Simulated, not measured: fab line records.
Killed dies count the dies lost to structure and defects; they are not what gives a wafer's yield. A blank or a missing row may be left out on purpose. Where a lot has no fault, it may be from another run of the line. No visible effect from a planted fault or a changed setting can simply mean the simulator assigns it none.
Matching of chambers -- flow gf180mcu -- GF_PASSIVATION_CVD_02 on pecvd-04 has 3 sister chambers
The step deposits Si3N4, target thk 700 nm, time 486.18 s. 3 wafers are shown with their chamber, then 12 later ones without.

WAFERS WITH THEIR CHAMBER
wafer,chamber,heater_power_w (W)
L936.6,1,793
L938.2,0,578
L938.6,2,681

WAFERS WHOSE CHAMBER IS MISSING
wafer,heater_power_w (W)
L939.1,658
L939.4,766
L939.5,692
L940.2,784
L940.3,638
L940.4,601
L941.2,771
L941.4,571
L941.5,724
L942.1,664
L942.2,712
L942.3,600

EACH ONE'S CHAMBER
wafer,from the rows above,in truth
L939.1,2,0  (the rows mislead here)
L939.4,1,1
L939.5,2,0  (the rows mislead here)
L940.2,1,1
L940.3,can't be placed: 2 or 0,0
L940.4,0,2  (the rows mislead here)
L941.2,1,1
L941.4,0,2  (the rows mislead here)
L941.5,can't be placed: 2 or 1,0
L942.1,2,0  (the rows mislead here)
L942.2,can't be placed: 2 or 1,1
L942.3,0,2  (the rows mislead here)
Placed correctly: 3 of 12. Cannot be placed on the basis of these rows: 3; the candidates contain the true chamber in 2. 6 placed wrongly.
How it was worked out, from the rows above alone: a wafer's distance from a chamber is the root of the sum, over the readings, of the square of ((its reading less the chamber's mean) divided by the reading's scatter). The wafer belongs to the nearest chamber; if the next one is less than 2 further off, it can't be placed. The mean given for a chamber averages the wafers shown for that chamber. The scatter: with one shown wafer a chamber, the root of the mean of the squares of how far each hidden wafer lies from its nearest shown one.
